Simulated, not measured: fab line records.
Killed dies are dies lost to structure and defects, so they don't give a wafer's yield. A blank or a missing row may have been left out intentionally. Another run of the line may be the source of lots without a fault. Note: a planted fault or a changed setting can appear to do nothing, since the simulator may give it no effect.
What tool caused it? || flow gf180mcu || 7 lots (21 wafers sampled), 1 step of a 602-step route

== WHAT EACH GAUGE READ, for each wafer ==
GF_STI_THK_MEAS_22.
{"lot": "L370", "measured": "day 2 09:44", "on": "film metro-03", "STI_OXIDATION_01_THK (nm)": "14.3 14.4 14.6"}
{"lot": "L372", "measured": "day 2 22:11", "on": "film metro-03", "STI_OXIDATION_01_THK (nm)": "15.1 14.9 14.9"}
{"lot": "L374", "measured": "day 3 04:47", "on": "film metro-01", "STI_OXIDATION_01_THK (nm)": "14.9 14.6 14.6"}
{"lot": "L377", "measured": "day 3 20:56", "on": "film metro-02", "STI_OXIDATION_01_THK (nm)": "15.0 14.6 15.0"}
{"lot": "L381", "measured": "day 4 17:17", "on": "film metro-02", "STI_OXIDATION_01_THK (nm)": "15.3 15.1 15.0"}
{"lot": "L385", "measured": "day 5 14:13", "on": "film metro-01", "STI_OXIDATION_01_THK (nm)": "15.2 15.2 15.1"}
{"lot": "L388", "measured": "day 6 04:55", "on": "film metro-02", "STI_OXIDATION_01_THK (nm)": "14.7 14.4 14.5"}

== EACH LOT AND THE TOOL THAT RAN IT (in order: tool; ch and the chambers of the sampled wafers; start) ==
The record shows no process step preceding these readings.

== THE ANSWER, worked out from the rows above alone ==
Rule: the usual values come from the lots themselves. The widest of any qualifying gaps counts: lots, ordered by their means at a reading, are off when they make up no more than a third of the lots, leave a main group of 4 or more, and stand apart from it by 3 or more times the standard deviation of that group's means. A main group is skipped when, at the precision printed for the reading in the tables above, its means are all equal. A lot without any number at a reading at which 4 lots or more have one is off too. Any other lot the step has rows for is counted as sound.
Nothing can be told from this: no lot is off at any reading shown.

== WHAT THE SIMULATOR PUT IN ==
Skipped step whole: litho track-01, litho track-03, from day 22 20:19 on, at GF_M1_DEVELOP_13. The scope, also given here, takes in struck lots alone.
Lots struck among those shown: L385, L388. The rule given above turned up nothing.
